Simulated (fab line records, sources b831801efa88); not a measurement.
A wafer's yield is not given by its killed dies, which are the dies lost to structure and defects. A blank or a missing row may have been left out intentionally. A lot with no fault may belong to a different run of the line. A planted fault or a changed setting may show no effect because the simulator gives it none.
The tool behind it: which one? + flow gf180mcu + 21 wafers from 7 lots sampled at 6 of the route's 602 steps

WHAT THE GAUGES READ, wafer by wafer
GF_STI_THK_MEAS_02. Usual: STI_OXIDATION_THK gives 10.03 nm (standard deviation 0.2).
| lot  | measured    | on           | STI_OXIDATION_THK (nm) | flag |
|------|-------------|--------------|------------------------|------|
| L618 | day 1 11:31 | filmMetro-02 | 10.13 10.02 10.06      |      |
| L619 | day 1 16:41 | filmMetro-03 | 10.18 10.41 10.31      |      |
| L620 | day 1 21:31 | filmMetro-02 | 10.11 10.17 10.23      |      |
| L621 | day 2 03:34 | filmMetro-03 | 10.48 10.35 10.53      |      |
| L622 | day 2 09:05 | filmMetro-03 | 10.05 10.30 10.26      |      |
| L631 | day 4 08:56 | filmMetro-04 | 10.07 9.97 10.08       |      |
| L632 | day 4 11:28 | filmMetro-04 | 9.97 10.15 10.09       |      |

GF_STI_THK_MEAS_22. Usual: STI_OXIDATION_01_THK gives 14.9 nm (standard deviation 0.33).
| lot  | measured    | on           | STI_OXIDATION_01_THK (nm) | flag |
|------|-------------|--------------|---------------------------|------|
| L618 | day 2 04:42 | filmMetro-04 | 15.1 15.4 15.4            |      |
| L619 | day 2 09:58 | filmMetro-02 | 15.7 15.5 15.4            |      |
| L620 | day 2 13:35 | filmMetro-04 | 15.3 15.2 15.2            |      |
| L621 | day 2 19:47 | filmMetro-04 | 15.0 14.8 14.9            |      |
| L622 | day 3 02:28 | filmMetro-03 | 15.4 15.3 15.2            |      |
| L631 | day 5 03:11 | filmMetro-03 | 15.4 15.3 15.4            |      |
| L632 | day 5 05:12 | filmMetro-03 | 14.8 15.0 15.0            |      |

GF_STI_THK_MEAS_24. Usual: STI_CVD_23_THK gives 651 nm (standard deviation 7.2).
| lot  | measured    | on           | STI_CVD_23_THK (nm) | flag |
|------|-------------|--------------|---------------------|------|
| L618 | day 2 04:50 | filmMetro-03 | 654 665 657         |      |
| L619 | day 2 10:06 | filmMetro-04 | 657 636 639         |      |
| L620 | day 2 13:44 | filmMetro-02 | 653 634 652         |      |
| L621 | day 2 19:56 | filmMetro-04 | 644 654 644         |      |
| L622 | day 3 02:36 | filmMetro-02 | 651 653 646         |      |
| L631 | day 5 03:20 | filmMetro-02 | 647 643 657         |      |
| L632 | day 5 05:20 | filmMetro-04 | 641 647 635         |      |

GF_MVSD_TW_MEAS_11. Usual: MVSD_TW gives 1582 (standard deviation 13).
| lot  | measured    | on           | MVSD_TW        | flag |
|------|-------------|--------------|----------------|------|
| L618 | day 4 13:53 | filmMetro-04 | 1566 1569 1567 |      |
| L619 | day 4 16:53 | filmMetro-04 | 1563 1566 1556 |      |
| L620 | day 4 22:27 | filmMetro-01 | 1589 1593 1598 |      |
| L621 | day 5 06:49 | filmMetro-01 | 1594 1590 1585 |      |
| L622 | day 5 12:32 | filmMetro-03 | 1575 1580 1576 |      |
| L631 | day 7 20:32 | filmMetro-03 | 1700 1701 1698 | OFF  |
| L632 | day 7 23:07 | filmMetro-04 | 1675 1661 1671 | OFF  |

GF_VT_IMPLANT_RS_MEAS_46: uses a four-point probe to measure. Usual: MVSD_RS gives 456.9 ohm/sq (standard deviation 1.2).
| lot  | measured     | on           | MVSD_RS (ohm/sq)  | flag |
|------|--------------|--------------|-------------------|------|
| L618 | day 7 16:46  | filmMetro-04 | 457.7 455.1 456.5 |      |
| L619 | day 7 20:38  | filmMetro-01 | 457.7 457.6 458.5 |      |
| L620 | day 8 03:41  | filmMetro-01 | 456.3 457.6 457.1 |      |
| L621 | day 8 13:00  | filmMetro-03 | 455.7 455.9 455.7 |      |
| L622 | day 8 19:46  | filmMetro-03 | 456.2 456.8 455.8 |      |
| L631 | day 11 12:04 | filmMetro-03 | 474.9 474.6 474.8 | OFF  |
| L632 | day 11 14:43 | filmMetro-04 | 474.9 477.8 475.9 | OFF  |

TOOL THAT RAN EACH LOT (tool first, then ch and the chambers of the sampled wafers, then the start)
| lot  | GF_MVSD_IMPLANT_09             |
|------|--------------------------------|
| L618 | implanter-02 ch 0, day 4 13:38 |
| L619 | implanter-04 ch 0, day 4 16:38 |
| L620 | implanter-02 ch 0, day 4 22:13 |
| L621 | implanter-03 ch 0, day 5 06:34 |
| L622 | implanter-03 ch 0, day 5 12:17 |
| L631 | implanter-02 ch 0, day 7 20:17 |
| L632 | implanter-02 ch 0, day 7 22:52 |
- GF_MVSD_IMPLANT_09

AS READ BY THE TOOLS THEMSELVES (means over the sampled wafers that have a number; for cases with no such wafer, the mark the record gives instead)
The record holds no such reading with a usual standard deviation.

THE ANSWER, worked out from the rows above alone
Rule: take the mean of a lot's wafers that have a number; if it is more than 3 standard deviations from the usual mean, the lot is off. Also off: a lot with no number at a reading for which 4 or more lots have one. The other lots that the step has rows for count as sound. Order of review: gauges by route order, followed by the tools' own readings, for which a lot's mean as printed above is used. The first step at which some lot is off is used, and at that step the reading that is off furthest; a lot without a number counts as furthest.
Off: L631, L632, at GF_MVSD_TW_MEAS_11 (MVSD_TW).
If a tool, at a process step before that reading, ran all the lots that are off and no sound lot after the first of them, it fits. Those tools and the gauges at GF_MVSD_TW_MEAS_11 are tried in the same way. One candidate fits, namely implanter-02 at GF_MVSD_IMPLANT_09. Its last sound lot is L620 (day 4 22:13), its first lot that is off L631 (day 7 20:17): a fault that began between those two fits.

WHAT THE SIMULATOR HAD PUT IN
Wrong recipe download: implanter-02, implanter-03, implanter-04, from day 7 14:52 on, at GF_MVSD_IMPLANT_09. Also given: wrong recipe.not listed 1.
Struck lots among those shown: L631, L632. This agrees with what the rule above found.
